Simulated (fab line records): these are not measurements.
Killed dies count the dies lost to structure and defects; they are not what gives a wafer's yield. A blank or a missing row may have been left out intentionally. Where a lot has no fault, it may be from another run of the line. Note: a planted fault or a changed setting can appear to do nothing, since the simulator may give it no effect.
Problem report, 8D (eight disciplines) form, completed by code :: flow gf180mcu :: the parts of the form that need people (team, actions taken, sign-off) are left out

## 1. THE PROBLEM
Wafers free of any fault read 854 nm (standard deviation 12) for V1_CVD_02_THK at GF_V1_THK_MEAS_03, against a mean of 774 nm on 3 wafers of 2 lots. That is -6.7 standard deviations from the usual mean.
Seen first at day 22 06:43 on filmMetro-01, wafer L901.3. The record has a number at this step for 36 wafers belonging to 12 lots. By rule, "out" or "out of limits" means more than 4 standard deviations away from the usual mean. The rest of the wafers with a number are treated as sound.

## 2. WHAT IT IS AND WHAT IT IS NOT
question: which readings at this step
is: V1_CVD_02_THK
is not: -

question: which lots
is: L901, L902
is not: L888, L890, L891, L893, L894, L895, L904, L905, L907, L910

question: which wafers of those lots
is: L901.3, L901.6, L902.2
is not: L901.4, L902.1, L902.6

question: read on which gauges
is: filmMetro-01, filmMetro-03
is not: filmMetro-04

question: when
is: from day 22 06:43
is not: up to then (19 sound wafers); but 14 sound wafers of L902, L904, L905, L907, L910 came after

## 3. WHAT RULES OUT EACH SUSPECT
Counting: any tool at a process step up to the reading remains a suspect provided it ran every lot that is out. Sound lots after the first of them don't rule it out here, since some wafers of a struck lot are sound.
- ruled out: the gauge at GF_V1_THK_MEAS_03. Those wafers that are out were read across 2 gauges (filmMetro-01, filmMetro-03).
- pecvd-02 at GF_V1_CVD_02 (deposits SiO2 from TEOS, target thk 850 nm, time 94.851 s): kept. Every lot that is out went through it, the first being L901 (day 22 06:37); the last sound lot it ran before that was L895 (day 20 07:53).
- pecvd-02, GF_V1_CVD_02: wafers that are out in chamber 2, sound lot-mates in chambers 0, 1.
Left after counting: pecvd-02 at GF_V1_CVD_02.

## 4. THE CAUSE (what the simulator had put in)
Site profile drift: pecvd-02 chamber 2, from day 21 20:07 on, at GF_V1_CVD_02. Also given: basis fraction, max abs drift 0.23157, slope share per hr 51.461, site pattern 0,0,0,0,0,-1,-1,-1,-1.
This tool alone remained once counting was done.

## 5. SEQUENCE OF EFFECTS, ordered by route
Each row: a reading whose mean over the struck wafers that have a number lies more than 3 standard deviations from the usual. Only readings whose record carries a usual standard deviation are examined. hours: median over the lots of the time between each lot's start at the first step of this table that gives one and its start at this step. sigmas: the change, counted in usual standard deviations.
hours: 0
step: GF_V1_THK_MEAS_03
reading: V1_CVD_02_THK
usual: 854 nm
on struck wafers: 774
change: -80
sigmas: -6.7

hours: -
step: GF_V1_ETCH_17
reading: oesProductAu
usual: 0.855 a.u.
on struck wafers: 0.787
change: -0.068
sigmas: -14
Its process steps:
- GF_V1_ETCH_17: etches SiO2 in C4F8/O2/Ar, stops on TiN, target depth 630 nm.

## 6. WHAT WOULD HAVE CAUGHT IT SOONER
In this record the first reading out of limits at a measuring or inspecting step was taken at day 22 06:43, 11 hours after the fault began at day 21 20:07.
An alarm limit of 4 standard deviations would not have fired on the tool readings at GF_V1_CVD_02 for which the record gives a usual standard deviation, since none of them was out on any struck wafer.
L902, from the lots that are out (2), started GF_V1_CVD_02 on pecvd-02 later than day 22 06:43. Holding the tool at that time would have saved it.
